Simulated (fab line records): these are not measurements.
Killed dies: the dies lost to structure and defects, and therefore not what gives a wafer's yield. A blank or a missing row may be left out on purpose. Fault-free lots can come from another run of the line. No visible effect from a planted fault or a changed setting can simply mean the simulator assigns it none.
Chamber matching	flow gf180mcu	4 sister chambers for GF_POLY_GATE_ETCH_13 on rie_si-02
The step etches poly-Si in HBr/Cl2, stops on SiO2, target depth 198.5 nm, time 69.6 s. 8 wafers are shown with their chamber, then 8 later ones without.

EACH WAFER AND ITS CHAMBER
wafer	chamber	drypump_motor_current_A (A)	oes_product_au (a.u.)
L554.2	1	5.4	0.999
L554.4	3	5.3	0.989
L557.1	1	5.4	0.979
L557.4	2	6.2	0.986
L562.1	3	5.4	1.011
L562.2	0	6.5	1.008
L562.6	0	6.5	1.011
L564.1	2	6.2	0.984

WAFERS WITH NO CHAMBER GIVEN
wafer	drypump_motor_current_A (A)	oes_product_au (a.u.)
L564.4	5.4	0.990
L564.6	6.2	0.990
L566.2	6.2	0.988
L566.3	6.5	0.993
L566.4	5.4	0.999
L574.1	6.2	0.990
L574.2	5.3	0.995
L574.4	5.4	0.993

EACH ONE'S CHAMBER
wafer	from the rows above	in truth
L564.4	can't be placed: 1 or 3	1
L564.6	2	2
L566.2	2	2
L566.3	0	0
L566.4	can't be placed: 1 or 3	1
L574.1	2	2
L574.2	can't be placed: 3 or 1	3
L574.4	can't be placed: 1 or 3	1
Correct placement for 4 of the 8. From these rows, 4 cannot be placed; in 4 the true chamber is one of the candidates. Placed wrongly: 0.
How it was worked out, from the rows above alone: a wafer's distance from a chamber is the root of the sum, over the readings, of the square of ((its reading less the chamber's mean) divided by the reading's scatter). The wafer belongs to the nearest chamber; if the next one is less than 2 further off, it can't be placed. Each chamber's mean is taken over the wafers shown for it. The scatter is the square root of a quotient: the sum, over the shown wafers, of each reading's squared deviation from its chamber's mean, divided by wafers minus chambers.
